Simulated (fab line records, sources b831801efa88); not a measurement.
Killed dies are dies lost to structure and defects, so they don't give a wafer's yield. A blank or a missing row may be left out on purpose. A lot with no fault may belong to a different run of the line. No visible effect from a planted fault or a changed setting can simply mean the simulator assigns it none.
Which tool was responsible? :: flow gf180mcu :: Sampling: 13 lots, 37 wafers, 2 of 602 route steps

WHAT THE GAUGES SHOWED, per wafer
GF_M3_RS_MEAS_05: measures by four-point-probe. Usual: M3_ALCU_RS 0.0696 ohm/sq, standard deviation 0.00078.
lot: L361
measured: day 20 17:13
on: film metro-02
M3_ALCU_RS (ohm/sq): 0.0691 0.0681 0.0689
flag: 

lot: L362
measured: day 20 18:35
on: film metro-01
M3_ALCU_RS (ohm/sq): 0.0684 0.0687 0.0696
flag: 

lot: L363
measured: day 21 09:35
on: film metro-02
M3_ALCU_RS (ohm/sq): 0.0682 0.0693 0.0684
flag: 

lot: L364
measured: day 21 20:39
on: film metro-03
M3_ALCU_RS (ohm/sq): 0.0694 0.0703 0.0693
flag: 

lot: L365
measured: day 22 02:06
on: film metro-01
M3_ALCU_RS (ohm/sq): 0.0696 0.0697 0.0705
flag: 

lot: L366
measured: day 22 02:43
on: film metro-02
M3_ALCU_RS (ohm/sq): 0.0701 0.0699 0.0692
flag: 

lot: L367
measured: day 22 17:16
on: film metro-01
M3_ALCU_RS (ohm/sq): 0.0709 0.0701 0.0705
flag: 

lot: L368
measured: day 23 00:32
on: film metro-02
M3_ALCU_RS (ohm/sq): 0.0695 0.0703 0.0704
flag: 

lot: L369
measured: day 23 08:59
on: film metro-01
M3_ALCU_RS (ohm/sq): 0.0703 0.0689 0.0684
flag: 

lot: L375
measured: day 25 10:07
on: film metro-02
M3_ALCU_RS (ohm/sq): 0.0701 0.0706 0.0708
flag: 

lot: L377
measured: day 25 23:32
on: film metro-03
M3_ALCU_RS (ohm/sq): 0.0713 0.0705
flag: 

lot: L378
measured: day 26 07:50
on: film metro-03
M3_ALCU_RS (ohm/sq): 0.0705 0.0702
flag: 

lot: L383
measured: day 27 16:50
on: film metro-02
M3_ALCU_RS (ohm/sq): 0.0699 0.0695 0.0688
flag: 

GF_M3_OVL_MEAS_15. Usual: M3_OVL -4 nm, standard deviation 6.
lot: L361
measured: day 21 17:24
on: overlay-02
M3_OVL (nm): 5 -6 -8
flag: 

lot: L362
measured: day 21 18:42
on: overlay-02
M3_OVL (nm): 0 10 -6
flag: 

lot: L363
measured: day 22 08:53
on: overlay-01
M3_OVL (nm): -1 -5 -2
flag: 

lot: L364
measured: day 22 19:46
on: overlay-02
M3_OVL (nm): 2 -6 -6
flag: 

lot: L365
measured: day 23 00:49
on: overlay-01
M3_OVL (nm): 11 10 -3
flag: 

lot: L366
measured: day 23 01:59
on: overlay-01
M3_OVL (nm): -15 -15 -5
flag: 

lot: L367
measured: day 23 15:54
on: overlay-02
M3_OVL (nm): -12 -13 -3
flag: 

lot: L368
measured: day 23 22:35
on: overlay-02
M3_OVL (nm): -12 -14 -4
flag: 

lot: L369
measured: day 24 06:16
on: overlay-02
M3_OVL (nm): -4 -1 3
flag: 

lot: L375
measured: day 26 06:57
on: overlay-02
M3_OVL (nm): -5 -13 -7
flag: 

lot: L377
measured: day 26 20:24
on: overlay-01
M3_OVL (nm): -6 3
flag: 

lot: L378
measured: day 27 04:06
on: overlay-02
M3_OVL (nm): -5 -10
flag: 

lot: L383
measured: day 28 12:31
on: overlay-02
M3_OVL (nm): 0 -5 -2
flag: 

EACH LOT AND THE TOOL THAT RAN IT (in order: tool; ch and the chambers of the sampled wafers; start)
Record: no process step prior to these readings.

AS READ BY THE TOOLS THEMSELVES (means over the sampled wafers that have a number; for cases with no such wafer, the mark the record gives instead)
The record holds no such reading with a usual standard deviation.

THE ANSWER, worked out from the rows above alone
Rule: a lot counts as off when the mean over its wafers that have a number is more than 3 standard deviations away from the usual mean. Also off: a lot with no number at a reading for which 4 or more lots have one. Where the step has rows for the other lots, those lots are counted as sound. After the gauges, taken in route order, come the tools' own readings; for these a lot's mean is taken, as printed above. The first step at which some lot is off is used, and at that step the reading that is off furthest; a lot without a number counts as furthest.
None of the lots is off at any reading shown; this tells nothing.

WHAT THE SIMULATOR HAD PUT IN
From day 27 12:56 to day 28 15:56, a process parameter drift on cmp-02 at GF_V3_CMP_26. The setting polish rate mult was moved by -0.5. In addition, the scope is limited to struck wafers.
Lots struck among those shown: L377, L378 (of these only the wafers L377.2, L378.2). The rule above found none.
